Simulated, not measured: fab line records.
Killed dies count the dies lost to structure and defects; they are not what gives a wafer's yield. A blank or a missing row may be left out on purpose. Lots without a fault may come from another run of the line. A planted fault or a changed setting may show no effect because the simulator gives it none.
The tool behind it: which one? ; flow sky130 ; 10 lots with 30 wafers sampled at 4 steps, on a route of 708 steps

WHAT THE GAUGES READ, wafer by wafer
SKY_VT_ADJUST_HVTR_CD_MEAS_07: the cd target is 380 nm. Usual: cd-nm at 379.6 nm, with a standard deviation of 2.7.
lot;measured;on;cd-nm (nm);flag
L573;day 9 13:58;cd-sem-01;377.3 374.8 376.6;
L575;day 10 02:59;cd-sem-02;375.1 374.1 376.1;
L578;day 11 17:32;cd-sem-02;380.0 380.1 380.5;
L580;day 12 06:34;cd-sem-01;381.7 382.8 383.7;
L581;day 12 09:54;cd-sem-01;375.9 379.3 376.2;
L586;day 13 14:19;cd-sem-01;378.2 377.9 377.9;
L587;day 13 23:20;cd-sem-01;381.3 380.8 383.0;
L589;day 14 11:41;cd-sem-02;379.4 377.9 381.2;
L588;day 14 14:22;cd-sem-02;383.0 382.7 382.2;
L593;day 17 00:28;cd-sem-01;381.7 379.7 379.1;

SKY_SONOS_TUNNEL_OVL_MEAS_08. Usual: for SONOS_TUNNEL_OVL the level is -0.2 nm and the standard deviation is 1.3.
lot;measured;on;SONOS_TUNNEL_OVL (nm);flag
L573;day 11 10:49;overlay-02;-1.3 -1.0 0.3;
L575;day 12 01:05;overlay-02;0.0 2.1 -0.1;
L578;day 13 18:04;overlay-01;-1.7 -1.4 -2.0;
L580;day 14 08:20;overlay-02;-0.9 -0.1 -1.1;
L581;day 14 11:25;overlay-02;-0.6 -0.6 -0.8;
L586;day 15 20:23;overlay-01;-1.1 -1.0 -2.4;
L587;day 16 06:15;overlay-02;1.1 1.4 -0.2;
L589;day 16 18:27;overlay-02;1.2 1.4 3.2;
L588;day 16 21:12;overlay-02;1.5 1.1 0.3;
L593;day 19 13:26;overlay-02;-0.1 2.5 1.9;

SKY_POLY_GATE_THK_MEAS_01. Usual: for POLY_GATE_CVD_00_THK the level is 179.9 nm and the standard deviation is 1.7.
lot;measured;on;POLY_GATE_CVD_00_THK (nm);flag
L573;day 13 23:20;film-metro-04;180.7 179.9 178.6;
L575;day 14 19:08;film-metro-02;181.5 180.9 180.6;
L578;day 16 12:17;film-metro-01;179.2 179.4 180.3;
L580;day 17 05:08;film-metro-01;178.3 179.4 178.7;
L581;day 17 09:55;film-metro-01;176.6 177.3 177.3;
L586;day 18 18:55;film-metro-02;179.5 178.8 179.5;
L587;day 19 05:48;film-metro-01;128.0 128.0 127.7;OFF
L589;day 19 15:36;film-metro-02;128.2 128.5 127.3;OFF
L588;day 19 20:31;film-metro-04;125.0 126.7 126.2;OFF
L593;day 22 13:22;film-metro-01;182.3 181.7 181.4;

WHICH TOOL RAN EACH LOT (tool, then ch and the chambers of the sampled wafers, then the start)
lot;SKY_POLY_GATE_CVD_00
L573;lpcvd-01 ch 0, day 13 21:31
L575;lpcvd-01 ch 0, day 14 17:55
L578;lpcvd-01 ch 1, day 16 11:05
L580;lpcvd-01 ch 1, day 17 03:56
L581;lpcvd-01 ch 1, day 17 08:43
L586;lpcvd-01 ch 0, day 18 17:43
L587;lpcvd-01 ch 1, day 19 04:35
L589;lpcvd-01 ch 1, day 19 14:23
L588;lpcvd-01 ch 0, day 19 19:17
L593;lpcvd-01 ch 0, day 22 12:10
- SKY_POLY_GATE_CVD_00: deposits poly-Si, target thk 180 nm, time 720 s.

AS READ BY THE TOOLS THEMSELVES (means over the sampled wafers that have a number; for cases with no such wafer, the mark the record gives instead)
SKY_POLY_GATE_CVD_00. Usual: spike-tc-bottom-C 642 C, standard deviation 5; spike-tc-centre-C 620.4 C, standard deviation 1.2; spike-tc-lower-C 620.2 C, standard deviation 1.3; spike-tc-top-C 641.0 C, standard deviation 2.2; spike-tc-upper-C 619.9 C, standard deviation 0.99; susceptor-temp-C 620.06 C, standard deviation 0.25; zone-power-bottom-pct 12.88 %, standard deviation 0.24; zone-power-centre-pct 9.49 %, standard deviation 0.13.
lot;tool;spike-tc-bottom-C (C);spike-tc-centre-C (C);spike-tc-lower-C (C);spike-tc-top-C (C);spike-tc-upper-C (C);susceptor-temp-C (C);zone-power-bottom-pct (%);zone-power-centre-pct (%);flag
L573;lpcvd-01;648;620.6;621.3;638.4;619.9;620.09;12.64;9.29;
L575;lpcvd-01;647;620.6;621.9;639.8;620.2;619.95;12.62;9.45;
L578;lpcvd-01;637;620.3;619.7;642.7;620.3;620.31;13.12;9.57;
L580;lpcvd-01;638;621.0;619.1;642.1;621.1;620.18;13.11;9.62;
L581;lpcvd-01;637;620.2;618.9;642.2;620.1;620.00;13.21;9.54;
L586;lpcvd-01;648;620.5;621.1;638.6;620.4;620.19;12.72;9.37;
L587;lpcvd-01;624;607.1;605.5;629.2;604.4;605.40;12.42;9.16;OFF
L589;lpcvd-01;623;605.7;605.7;628.0;604.6;605.13;12.55;9.24;OFF
L588;lpcvd-01;632;605.5;606.7;624.1;605.5;605.59;12.09;8.97;OFF
L593;lpcvd-01;647;619.5;620.4;639.6;619.9;620.23;12.65;9.36;

THE ANSWER, worked out from the rows above alone
Rule: a lot is off if the mean of its wafers that have a number lies more than 3 standard deviations from the usual mean. Also off: a lot with no number at a reading for which 4 or more lots have one. Where the step has rows for the other lots, those lots are counted as sound. The gauges are gone through in route order, then the tools' own readings, and for those a lot's mean is taken as printed above. At the first step where some lot is off, the reading lying furthest off is the one used; lots without a number count as furthest.
Off: L587, L589, L588, seen at SKY_POLY_GATE_THK_MEAS_01 (POLY_GATE_CVD_00_THK).
A tool fits if, at a process step before that reading, it ran every lot that is off, and no sound lot after the first of them. Not tried: the gauges at SKY_POLY_GATE_THK_MEAS_01; whatever is off there is also off at SKY_POLY_GATE_CVD_00, on other tools, and gauge error can't account for it. Not one of the candidates tried fits.

WHAT HAD BEEN PUT IN BY THE SIMULATOR
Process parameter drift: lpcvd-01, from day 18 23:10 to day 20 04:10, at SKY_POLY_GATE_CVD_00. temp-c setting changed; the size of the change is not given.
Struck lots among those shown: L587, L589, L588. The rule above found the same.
